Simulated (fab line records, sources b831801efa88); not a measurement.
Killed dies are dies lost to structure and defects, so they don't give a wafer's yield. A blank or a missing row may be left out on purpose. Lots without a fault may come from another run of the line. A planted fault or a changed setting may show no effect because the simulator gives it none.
Which tool did it? | flow gf180mcu | 13 lots, 39 wafers sampled, at 4 steps of a route of 602

WHAT THE GAUGES READ, wafer by wafer
GF_M4_RS_MEAS_05: measures by four-point-probe.
lot  | measured     | on            | M4_ALCU_RS (ohm/sq)
L794 | day 22 10:52 | film_metro-03 | 0.0681 0.0696 0.0685
L795 | day 22 23:09 | film_metro-01 | 0.0696 0.0682 0.0692
L796 | day 23 08:43 | film_metro-03 | 0.0688 0.0686 0.0689
L798 | day 23 20:29 | film_metro-03 | 0.0690 0.0680 0.0695
L799 | day 24 02:12 | film_metro-04 | 0.0694 0.0680 0.0688
L800 | day 24 11:51 | film_metro-01 | 0.0691 0.0674 0.0684
L801 | day 24 18:03 | film_metro-03 | 0.0691 0.0682 0.0692
L805 | day 26 13:52 | film_metro-01 | 0.0682 0.0690 0.0695
L810 | day 28 22:25 | film_metro-04 | 0.0693 0.0692 0.0704
L812 | day 29 12:48 | film_metro-04 | 0.0698 0.0697 0.0695
L813 | day 29 15:20 | film_metro-01 | 0.0678 0.0676 0.0670
L815 | day 30 02:08 | film_metro-01 | 0.0693 0.0702 0.0694
L816 | day 30 02:41 | film_metro-01 | 0.0707 0.0707 0.0706

GF_V4_BOW_MEAS_05.
lot  | measured     | on            | V4_BOW (um)
L794 | day 23 10:29 | film_metro-03 | 157 138 134
L795 | day 23 23:46 | film_metro-04 | 133 133 140
L796 | day 24 08:21 | film_metro-03 | 156 137 141
L798 | day 24 19:49 | film_metro-04 | 135 135 138
L799 | day 25 01:31 | film_metro-02 | 124 124 146
L800 | day 25 10:50 | film_metro-03 | 127 135 128
L801 | day 25 16:28 | film_metro-03 | 137 133 147
L805 | day 27 11:37 | film_metro-04 | 124 135 131
L810 | day 29 18:36 | film_metro-03 | 129 143 156
L812 | day 30 08:21 | film_metro-04 | 142 139 140
L813 | day 30 11:08 | film_metro-03 | 127 123 133
L815 | day 30 21:10 | film_metro-03 | 139 131 146
L816 | day 30 21:19 | film_metro-03 | 120 134 139

WHICH TOOL RAN EACH LOT (tool, then ch and the chambers of the sampled wafers, then the start)
lot  | GF_V3_CVD_23                  | GF_V4_CMP_04
L794 | cvd_w-02 ch 0,1, day 22 10:02 | cmp-01 ch 0,1,2, day 23 10:14
L795 | cvd_w-02 ch 0,1, day 22 22:20 | cmp-01 ch 1,2,3, day 23 23:28
L796 | cvd_w-01 ch 0,1, day 23 07:54 | cmp-01 ch 1,2,3, day 24 08:07
L798 | cvd_w-01 ch 0,1, day 23 19:38 | cmp-02 ch 0,3, day 24 19:32
L799 | cvd_w-01 ch 0,1, day 24 01:22 | cmp-02 ch 0,1, day 25 01:12
L800 | cvd_w-01 ch 0,1, day 24 11:02 | cmp-02 ch 0,1,3, day 25 10:32
L801 | cvd_w-02 ch 0,1, day 24 17:14 | cmp-01 ch 1,2, day 25 16:10
L805 | cvd_w-01 ch 0,1, day 26 13:04 | cmp-01 ch 0,1,3, day 27 11:19
L810 | cvd_w-01 ch 0,1, day 28 21:35 | cmp-02 ch 0,1,3, day 29 18:18
L812 | cvd_w-02 ch 0,1, day 29 11:58 | cmp-01 ch 0,1,2, day 30 08:02
L813 | cvd_w-01 ch 0,1, day 29 14:30 | cmp-01 ch 0,1,2, day 30 10:49
L815 | cvd_w-02 ch 0,1, day 30 01:19 | cmp-01 ch 1,3, day 30 20:55
L816 | cvd_w-01 ch 0,1, day 30 01:52 | cmp-02 ch 0,1,2, day 30 21:01
- GF_V3_CVD_23: deposits W, target thk 350 nm, time 104.9 s.
- GF_V4_CMP_04: polishes SiO2.

WHAT THE TOOLS THEMSELVES READ (means of the sampled wafers that have a number; where no wafer has one, the mark that the record gives instead)
GF_V3_CVD_23.
lot  | tool     | chamber_pressure_Torr (Torr) | heater_power_w (W)
L794 | cvd_w-02 | 39.96                        | 939
L795 | cvd_w-02 | 39.97                        | 886
L796 | cvd_w-01 | 40.09                        | 916
L798 | cvd_w-01 | 40.01                        | 876
L799 | cvd_w-01 | 40.03                        | 916
L800 | cvd_w-01 | 40.00                        | 880
L801 | cvd_w-02 | 40.06                        | 889
L805 | cvd_w-01 | 39.96                        | 922
L810 | cvd_w-01 | 39.88                        | 896
L812 | cvd_w-02 | 39.95                        | 960
L813 | cvd_w-01 | 39.96                        | 878
L815 | cvd_w-02 | 40.05                        | 912
L816 | cvd_w-01 | 39.99                        | 869

GF_V4_CMP_04.
lot  | tool   | motor_current_A (A) | slurry_filter_dp_kPa (kPa) | slurry_flow_ml_min | time_to_endpoint_s (s)
L794 | cmp-01 | 11.3                | 13.55                      | 149.9              | 78
L795 | cmp-01 | 11.3                | 13.43                      | 150.0              | 87
L796 | cmp-01 | 11.3                | 13.52                      | 150.5              | 78
L798 | cmp-02 | 11.6                | 13.58                      | 150.4              | 72
L799 | cmp-02 | 13.7                | 13.47                      | 149.6              | 85
L800 | cmp-02 | 12.3                | 13.67                      | 150.0              | 77
L801 | cmp-01 | 11.6                | 13.46                      | 150.0              | 77
L805 | cmp-01 | 10.3                | 13.53                      | 150.3              | 44
L810 | cmp-02 | 12.5                | 13.57                      | 149.6              | 79
L812 | cmp-01 | 11.5                | 13.43                      | 150.1              | 88
L813 | cmp-01 | 11.6                | 13.35                      | 149.8              | 82
L815 | cmp-01 | 10.1                | 13.40                      | 150.0              | 87
L816 | cmp-02 | 13.0                | 13.30                      | 150.0              | 81

THE ANSWER, worked out from the rows above alone
Rule: what is usual is taken from the lots themselves. Put in order of their means at a reading, lots are off if they are a third of the lots or fewer, leave a main group of 4 or more, and stand apart from it by a gap of 3 or more times the standard deviation of the main group's means; of several such gaps the widest counts. A main group whose means are all the same, to the digits that the tables above print for the reading, isn't used. A lot without any number at a reading at which 4 lots or more have one is off too. The other lots that the step has rows for count as sound. The gauges are gone through in route order, then the tools' own readings, and for those a lot's mean is taken as printed above. The first step at which some lot is off is used, and at that step the reading that is off furthest; a lot without a number counts as furthest.
Off: L805, at GF_V4_CMP_04 (time_to_endpoint_s). The main group: mean 81 s, standard deviation 4.8.
A tool fits if, at that step or a process step before it, it ran every lot that is off, and no sound lot after the first of them. None of those tried fits.

WHAT THE SIMULATOR HAD PUT IN
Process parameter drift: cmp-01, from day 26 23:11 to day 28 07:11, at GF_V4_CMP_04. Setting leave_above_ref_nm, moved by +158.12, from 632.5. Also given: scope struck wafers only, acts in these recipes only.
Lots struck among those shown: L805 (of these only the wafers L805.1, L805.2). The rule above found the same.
